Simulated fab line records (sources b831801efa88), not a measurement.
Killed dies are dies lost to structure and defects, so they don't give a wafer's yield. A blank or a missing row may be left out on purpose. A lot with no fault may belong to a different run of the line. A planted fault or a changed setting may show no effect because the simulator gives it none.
A struck lot beside a sound one -- flow sky130 -- 35 out of 708 route steps
Sound: the wafers L956.2, L956.3, L956.5. Struck: wafers L961.2, L961.3, L961.4. The cause comes at the end.
Per side, at each step with rows, come the tool, then ch with its chambers, and then its first start. Under that, the readings that differ: sound wafers -- struck wafers -- difference of the means -- sigmas: that difference in standard deviations of wafers without a fault.
alike: words and numbers the same on both sides, and readings whose means are apart by under 2 such deviations; not compared: readings that were withheld, readings missing a value for some wafer, numbers with overlapping values and no deviation given by the record, and bounds like >300 which may hide the same value.
Wherever a step has rows on one side only, a row that says differs or no value, or a row with sigmas, the two part there. When numbers do not overlap yet have no deviation, they are printed without sigmas and do not part them. Lack of a reading on every wafer of one side parts them only where that side has two or more wafers.

first, 4 steps without rows for these wafers: SKY_METAL5_SOFTBAKE_10 (time 60 s); SKY_METAL5_EXPOSE_11 (exposes mask MM5, target cd 1600 nm); SKY_METAL5_PEB_12; SKY_METAL5_DEVELOP_13 (develop time 60 s).
SKY_METAL5_DESCUM_14: chemistry O2, time 11 s.
  sound on rie-metal-02 ch 0, day 46 04:53; struck on rie-metal-04 ch 0,1, day 47 23:31
  alike: drypump-motor-current-A, oes-product-au, rf-fwd-power-W
  not compared: rf-hours-counter-h
SKY_METAL5_METAL_ETCH_15: etches the open film in Cl2/BCl3, stops on SiO2, target depth 1260 nm, time 252 s.
  sound on rie-metal-02 ch 0, day 46 05:01; struck on rie-metal-04 ch 0,1, day 47 23:33
  alike: drypump-motor-current-A, oes-product-au, rf-fwd-power-W, throttle-valve-pct
  not compared: rf-hours-counter-h
SKY_METAL5_STRIP_16: strips in O2/N2.
  sound on plasma-asher-04 ch 0,1, day 46 05:24; struck on plasma-asher-02 ch 0,1, day 47 23:47
  alike: drypump-motor-current-A, oes-product-au, strip-time-to-endpoint-s
  not compared: rf-hours-counter-h
then, 4 steps without rows for these wafers: SKY_METAL5_STRIP_17 (strips in post etch residue remover, time 1200 s); SKY_METAL5_CLEAN_18 (cleans in IPA, time 180 s); SKY_METAL5_CLEAN_19 (cleans in O3/DIW); SKY_PASSIVATION_CVD_00 (deposits SiO2, target thk 90 nm).
SKY_PASSIVATION_THK_MEAS_01:
  sound on film-metro-01, day 46 06:04; struck on film-metro-03, day 48 00:27
reading,sound,struck,difference,sigmas
PASSIVATION_CVD_00_THK (nm),88.6 88.6 89.9,91.2 91.5 92.5,+2.7,+2
SKY_PASSIVATION_CVD_02: deposits Si3N4, target thk 540 nm.
  sound on pecvd-04 ch 0,1,2, day 46 06:07; struck on pecvd-01 ch 0,1,2, day 48 00:30
reading,sound,struck,difference,sigmas
rf-fwd-power-W (W),450.6 452.3 447.9,629.3 628.6 630.7,+179.3,+99 or more
model.Si3N4_of_PASSIVATION_CVD_02.thk-nm (nm),541.4 544.3 544.1,592.2 596.8 603.6,+54.3,
  alike: heater-power-w
SKY_PASSIVATION_THK_MEAS_03:
  sound on film-metro-02, day 46 06:21; struck on film-metro-03, day 48 00:44
reading,sound,struck,difference,sigmas
PASSIVATION_CVD_02_THK (nm),542 544 544,592 597 604,+54,+8
then, 7 steps without rows for these wafers: SKY_PASSIVATION_DEHYDRATE_04 (time 60 s); SKY_PASSIVATION_HMDS_05 (prime time 60 s); SKY_PASSIVATION_COAT_06 (resist thk 3000 nm); SKY_PASSIVATION_SOFTBAKE_07; SKY_PASSIVATION_EXPOSE_08 (exposes mask NSM, target cd 3000 nm); SKY_PASSIVATION_PEB_09; SKY_PASSIVATION_DEVELOP_10 (develop time 60 s).
SKY_PASSIVATION_ETCH_11: etches the open film in CF4/O2, stops on AlCu, target depth 725 nm, time 161.1 s.
  sound on rie-diel-04 ch 1,3, day 47 02:15; struck on rie-diel-03 ch 1,2,3, day 48 19:14
reading,sound,struck,difference,sigmas
oes-product-au (a.u.),0.975 0.973 0.972,1.006 1.010 0.964,+0.020,+3
  alike: drypump-motor-current-A, rf-fwd-power-W, throttle-valve-pct
  not compared: rf-hours-counter-h, model.PASSIVATION.feature-depth-nm, model.etch.depth-nm
SKY_PASSIVATION_STRIP_12: strips in O2/N2.
  sound on plasma-asher-02 ch 0,1, day 47 02:22; struck on plasma-asher-02 ch 0,1, day 48 19:20
  alike: drypump-motor-current-A, oes-product-au, strip-time-to-endpoint-s
  not compared: rf-hours-counter-h
then, 7 steps without rows for these wafers: SKY_PAD_OPEN_DEHYDRATE_00 (time 60 s); SKY_PAD_OPEN_HMDS_01 (prime time 60 s); SKY_PAD_OPEN_COAT_02 (resist thk 3000 nm); SKY_PAD_OPEN_SOFTBAKE_03; SKY_PAD_OPEN_EXPOSE_04 (exposes mask PDM, target cd 60000 nm); SKY_PAD_OPEN_PEB_05; SKY_PAD_OPEN_DEVELOP_06 (develop time 60 s).
SKY_PAD_OPEN_ETCH_07: etches the open film in CF4/O2, stops on AlCu, target depth 725 nm, time 161.1 s.
  sound on rie-diel-04 ch 0,2, day 47 22:27; struck on rie-diel-03 ch 0,1,2, day 49 12:56
reading,sound,struck,difference,sigmas
oes-product-au (a.u.),0.975 0.976 0.967,1.000 1.009 0.964,+0.018,+3
  alike: drypump-motor-current-A, rf-fwd-power-W, throttle-valve-pct
  not compared: rf-hours-counter-h, model.PAD_OPEN.feature-depth-nm, model.etch.depth-nm
SKY_PAD_OPEN_STRIP_08: strips in O2/N2.
  sound on plasma-asher-04 ch 0, day 47 22:34; struck on plasma-asher-01 ch 0,1, day 49 13:02
  alike: drypump-motor-current-A, oes-product-au, strip-time-to-endpoint-s
  not compared: rf-hours-counter-h
SKY_PAD_OPEN_STRIP_09: strips in post etch residue remover, time 1200 s.
  sound on wet-bench-01 ch 1, day 47 22:40; struck on wet-bench-02 ch 2, day 49 13:11
reading,sound,struck,difference,sigmas
model.Si3N4_of_PASSIVATION_CVD_02.thk-nm (nm),541 544 543.7,591.9 596.5 603.3,+54.3,
then, 1 step without rows for these wafers: SKY_PAD_OPEN_CLEAN_10 (cleans in IPA, time 180 s).
SKY_PAD_OPEN_PROBE_99:
  the record has rows for the sound wafers here (prober-01, day 48 00:49) and none for the struck ones

## WHERE THEY PART
At SKY_PASSIVATION_THK_MEAS_01 first; at SKY_PAD_OPEN_PROBE_99 last (within this record only).

WHY: what the simulator had put in
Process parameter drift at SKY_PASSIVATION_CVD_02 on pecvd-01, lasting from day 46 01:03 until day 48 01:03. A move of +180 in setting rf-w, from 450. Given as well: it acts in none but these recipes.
